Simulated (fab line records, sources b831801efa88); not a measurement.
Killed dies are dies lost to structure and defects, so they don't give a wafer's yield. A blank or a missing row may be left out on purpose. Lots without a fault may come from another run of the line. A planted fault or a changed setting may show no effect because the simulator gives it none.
Chamber matching | flow sky130 | SKY_VIA1_ETCH_15 on rie_diel-02: 4 sister chambers
The step etches SiO2 in C4F8/O2/Ar, stops on TiN, target depth 351 nm, time 54 s. 8 wafers are shown with their chamber, then 12 later ones without.

WAFERS WITH THEIR CHAMBER
wafer  | chamber | oes_product_au (a.u.)
L082.4 | 1       | 0.987
L083.3 | 2       | 0.987
L086.1 | 1       | 0.989
L086.2 | 0       | 0.978
L086.3 | 2       | 0.977
L086.4 | 3       | 0.992
L086.5 | 3       | 0.986
L086.6 | 0       | 0.984

WAFERS WITHOUT THEIR CHAMBER
wafer  | oes_product_au (a.u.)
L090.1 | 0.985
L090.3 | 0.987
L090.5 | 0.986
L091.1 | 0.985
L091.3 | 0.985
L091.4 | 0.979
L094.1 | 0.987
L094.2 | 0.985
L094.6 | 0.979
L097.1 | 0.985
L097.2 | 0.975
L097.5 | 0.985

WHICH CHAMBER EACH WENT THROUGH
wafer  | from the rows above               | in truth
L090.1 | can't be placed: 1 or 2 or 0 or 3 | 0
L090.3 | can't be placed: 1 or 3 or 2 or 0 | 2
L090.5 | can't be placed: 1 or 3 or 2 or 0 | 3
L091.1 | can't be placed: 1 or 2 or 0 or 3 | 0
L091.3 | can't be placed: 1 or 2 or 0 or 3 | 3
L091.4 | can't be placed: 0 or 2 or 1 or 3 | 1
L094.1 | can't be placed: 1 or 3 or 2 or 0 | 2
L094.2 | can't be placed: 1 or 2 or 0 or 3 | 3
L094.6 | can't be placed: 0 or 2 or 1 or 3 | 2
L097.1 | can't be placed: 1 or 2 or 0 or 3 | 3
L097.2 | can't be placed: 0 or 2 or 1 or 3 | 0
L097.5 | can't be placed: 1 or 2 or 0 or 3 | 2
Placed correctly: 0 of 12. Can't be placed from these rows: 12 (the true chamber is among the candidates in 12). Placed wrongly: 0.
How it was worked out, from the rows above alone: a wafer's distance from a chamber is the root of the sum, over the readings, of the square of ((its reading less the chamber's mean) divided by the reading's scatter). The wafer belongs to the nearest chamber; if the next one is less than 2 further off, it can't be placed. A chamber's mean is the mean of its shown wafers. The scatter: the root of (the sum of the squares of (reading less its chamber's mean) over the shown wafers, divided by (wafers less chambers)).
